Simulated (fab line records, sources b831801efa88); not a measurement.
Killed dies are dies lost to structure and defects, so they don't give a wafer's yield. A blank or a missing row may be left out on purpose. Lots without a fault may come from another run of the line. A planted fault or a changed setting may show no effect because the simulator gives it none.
Which tool did it? | flow gf180mcu | 24 lots, 72 wafers sampled, at 3 steps of a route of 602

WHAT THE GAUGES READ, wafer by wafer
GF_V3_OVL_MEAS_15. Usual: V3_OVL 0 nm, standard deviation 5.4.
lot  | measured     | on         | V3_OVL (nm) | flag
L074 | day 22 05:24 | overlay-01 | 5 -8 -3     |
L075 | day 23 00:07 | overlay-01 | 1 -2 8      |
L076 | day 23 03:17 | overlay-01 | -8 2 5      |
L077 | day 23 15:39 | overlay-01 | 0 -3 0      |
L078 | day 23 22:38 | overlay-02 | 2 -3 0      |
L079 | day 24 09:23 | overlay-02 | -1 -4 2     |
L080 | day 24 13:52 | overlay-02 | -2 -8 -4    |
L081 | day 25 05:14 | overlay-01 | 2 1 4       |
L082 | day 25 06:49 | overlay-01 | -1 5 8      |
L083 | day 25 15:57 | overlay-01 | -4 -3 -11   |
L084 | day 25 22:05 | overlay-02 | 2 4 0       |
L085 | day 26 07:43 | overlay-01 | 6 6 0       |
L086 | day 26 17:33 | overlay-01 | -7 -1 8     |
L087 | day 27 03:59 | overlay-02 | -5 -8 -7    |
L088 | day 27 06:26 | overlay-01 | 2 -8 0      |
L089 | day 27 10:35 | overlay-02 | -1 0 9      |
L090 | day 27 20:17 | overlay-02 | 4 15 19     |
L091 | day 28 03:09 | overlay-02 | 7 2 5       |
L092 | day 28 12:41 | overlay-01 | -1 -9 -2    |
L093 | day 28 23:08 | overlay-01 | 3 0 3       |
L094 | day 29 01:17 | overlay-02 | 3 -6 0      |
L095 | day 29 04:14 | overlay-02 | 0 -3 0      |
L096 | day 29 15:20 | overlay-01 | 11 -2 5     |
L097 | day 29 23:35 | overlay-01 | -2 -4 0     |

GF_V3_RS_MEAS_24: measures by four-point-probe. Usual: V3_W_RS 0.325 ohm/sq, standard deviation 0.0065.
lot  | measured     | on            | V3_W_RS (ohm/sq)  | flag
L074 | day 22 06:20 | film_metro-03 | 0.320 0.327 0.331 |
L075 | day 23 01:08 | film_metro-02 | 0.318 0.317 0.330 |
L076 | day 23 04:13 | film_metro-02 | 0.313 0.327 0.329 |
L077 | day 23 16:35 | film_metro-01 | 0.331 0.320 0.336 |
L078 | day 23 23:34 | film_metro-03 | 0.333 0.320 0.320 |
L079 | day 24 10:19 | film_metro-02 | 0.324 0.333 0.335 |
L080 | day 24 14:47 | film_metro-01 | 0.330 0.320 0.330 |
L081 | day 25 06:09 | film_metro-02 | 0.332 0.318 0.329 |
L082 | day 25 07:44 | film_metro-01 | 0.321 0.318 0.319 |
L083 | day 25 16:52 | film_metro-01 | 0.313 0.328 0.318 |
L084 | day 25 23:00 | film_metro-03 | 0.334 0.323 0.334 |
L085 | day 26 08:41 | film_metro-03 | 0.334 0.323 0.331 |
L086 | day 26 18:28 | film_metro-03 | 0.333 0.329 0.332 |
L087 | day 27 04:56 | film_metro-02 | 0.328 0.316 0.330 |
L088 | day 27 07:22 | film_metro-01 | 0.323 0.330 0.321 |
L089 | day 27 11:34 | film_metro-02 | 0.330 0.330 0.322 |
L090 | day 27 21:13 | film_metro-01 | 0.336 0.323 0.337 |
L091 | day 28 04:04 | film_metro-01 | 0.322 0.332 0.324 |
L092 | day 28 13:40 | film_metro-02 | 0.320 0.331 0.328 |
L093 | day 29 00:08 | film_metro-03 | 0.317 0.328 0.316 |
L094 | day 29 02:16 | film_metro-02 | 0.315 0.333 0.333 |
L095 | day 29 05:14 | film_metro-03 | 0.318 0.326 0.325 |
L096 | day 29 16:16 | film_metro-02 | 0.332 0.332 0.324 |
L097 | day 30 00:32 | film_metro-03 | 0.330 0.331 0.318 |

WHICH TOOL RAN EACH LOT (tool, then ch and the chambers of the sampled wafers, then the start)
lot  | GF_V2_ETCH_17
L074 | rie_diel-01 ch 0,1,2, day 22 05:24 or earlier
L075 | rie_diel-01 ch 2,3, day 23 00:07 or earlier
L076 | rie_diel-04 ch 0,1, day 23 03:17 or earlier
L077 | rie_diel-01 ch 2,3, day 23 15:39 or earlier
L078 | rie_diel-01 ch 1,2,3, day 23 22:38 or earlier
L079 | rie_diel-04 ch 0,1,3, day 24 09:23 or earlier
L080 | rie_diel-01 ch 1,2,3, day 24 13:52 or earlier
L081 | rie_diel-01 ch 0,3, day 25 05:14 or earlier
L082 | rie_diel-04 ch 0,1,3, day 25 06:49 or earlier
L083 | rie_diel-04 ch 0,1,3, day 25 15:57 or earlier
L084 | rie_diel-04 ch 0,1,2, day 25 22:05 or earlier
L085 | rie_diel-01 ch 0,1, day 26 07:43 or earlier
L086 | rie_diel-02 ch 0,1,2, day 26 17:33 or earlier
L087 | rie_diel-04 ch 1,2, day 27 03:59 or earlier
L088 | rie_diel-01 ch 0,2,3, day 27 06:26 or earlier
L089 | rie_diel-01 ch 0,1, day 27 10:35 or earlier
L090 | rie_diel-01 ch 1,2,3, day 27 20:17 or earlier
L091 | rie_diel-01 ch 0,1,3, day 28 03:09 or earlier
L092 | rie_diel-01 ch 1,2, day 28 12:41 or earlier
L093 | rie_diel-04 ch 1,2, day 28 23:08 or earlier
L094 | rie_diel-01 ch 0,1,2, day 29 01:17 or earlier
L095 | rie_diel-04 ch 0,2,3, day 29 04:14 or earlier
L096 | rie_diel-04 ch 0,1,2, day 29 15:20 or earlier
L097 | rie_diel-04 ch 0,2,3, day 29 23:35 or earlier
- GF_V2_ETCH_17: etches SiO2 in C4F8/O2/Ar, stops on TiN, target depth 630 nm.

WHAT THE TOOLS THEMSELVES READ (means of the sampled wafers that have a number; where no wafer has one, the mark that the record gives instead)
GF_V2_ETCH_17. Usual: oes_product_au 0.856 a.u., standard deviation 0.0045.
lot  | tool        | oes_product_au (a.u.) | flag
L074 | rie_diel-01 | 0.857                 |
L075 | rie_diel-01 | 0.856                 |
L076 | rie_diel-04 | 0.858                 |
L077 | rie_diel-01 | 0.857                 |
L078 | rie_diel-01 | 0.858                 |
L079 | rie_diel-04 | 0.858                 |
L080 | rie_diel-01 | 0.855                 |
L081 | rie_diel-01 | 0.854                 |
L082 | rie_diel-04 | 0.857                 |
L083 | rie_diel-04 | 0.854                 |
L084 | rie_diel-04 | 0.861                 |
L085 | rie_diel-01 | 0.856                 |
L086 | rie_diel-02 | 0.858                 |
L087 | rie_diel-04 | 0.852                 |
L088 | rie_diel-01 | 0.858                 |
L089 | rie_diel-01 | 0.855                 |
L090 | rie_diel-01 | 0.857                 |
L091 | rie_diel-01 | 0.855                 |
L092 | rie_diel-01 | 0.857                 |
L093 | rie_diel-04 | 0.856                 |
L094 | rie_diel-01 | 0.859                 |
L095 | rie_diel-04 | 0.857                 |
L096 | rie_diel-04 | 0.851                 |
L097 | rie_diel-04 | 0.859                 |

THE ANSWER, worked out from the rows above alone
Rule: a lot is off if the mean of its wafers that have a number lies more than 3 standard deviations from the usual mean. A lot without any number at a reading at which 4 lots or more have one is off too. The other lots that the step has rows for count as sound. The gauges are gone through in route order, then the tools' own readings, and for those a lot's mean is taken as printed above. The first step at which some lot is off is used, and at that step the reading that is off furthest; a lot without a number counts as furthest.
No lot is off at any reading shown: from this, nothing can be told.

WHAT THE SIMULATOR HAD PUT IN
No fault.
